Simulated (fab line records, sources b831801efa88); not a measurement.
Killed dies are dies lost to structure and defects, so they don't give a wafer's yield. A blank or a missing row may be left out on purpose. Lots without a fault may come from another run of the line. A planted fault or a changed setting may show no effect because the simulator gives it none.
Which tool did it? | flow gf180mcu | 11 lots, 31 wafers sampled, at 1 step of a route of 602

WHAT THE GAUGES READ, wafer by wafer
GF_STI_THK_MEAS_04.
lot  | measured    | on            | STI_CVD_03_THK (nm)
L714 | day 1 13:55 | film_metro-03 | 206.6 206.7 208.2
L715 | day 1 18:35 | film_metro-02 | 208.5 209.4 207.6
L716 | day 1 23:34 | film_metro-04 | 208.9 208.4 207.8
L717 | day 2 04:47 | film_metro-04 | 208.7 208.8 210.1
L724 | day 3 15:35 | film_metro-02 | 209.1 209.5
L725 | day 3 21:04 | film_metro-04 | 207.7 207.2
L728 | day 4 11:43 | film_metro-02 | 209.9 210.2 209.4
L729 | day 4 19:50 | film_metro-02 | 209.5 209.7 208.2
L732 | day 5 07:35 | film_metro-02 | 208.6 207.8 210.5
L735 | day 5 23:12 | film_metro-02 | 213.3 210.2 211.7
L736 | day 6 03:40 | film_metro-02 | 208.8 209.5 208.0

WHICH TOOL RAN EACH LOT (tool, then ch and the chambers of the sampled wafers, then the start)
The record holds no process step before these readings.

THE ANSWER, worked out from the rows above alone
Rule: what is usual is taken from the lots themselves. Put in order of their means at a reading, lots are off if they are a third of the lots or fewer, leave a main group of 4 or more, and stand apart from it by a gap of 3 or more times the standard deviation of the main group's means; of several such gaps the widest counts. A main group whose means are all the same, to the digits that the tables above print for the reading, isn't used. A lot without any number at a reading at which 4 lots or more have one is off too. The other lots that the step has rows for count as sound.
No lot is off at any reading shown: from this, nothing can be told.

WHAT THE SIMULATOR HAD PUT IN
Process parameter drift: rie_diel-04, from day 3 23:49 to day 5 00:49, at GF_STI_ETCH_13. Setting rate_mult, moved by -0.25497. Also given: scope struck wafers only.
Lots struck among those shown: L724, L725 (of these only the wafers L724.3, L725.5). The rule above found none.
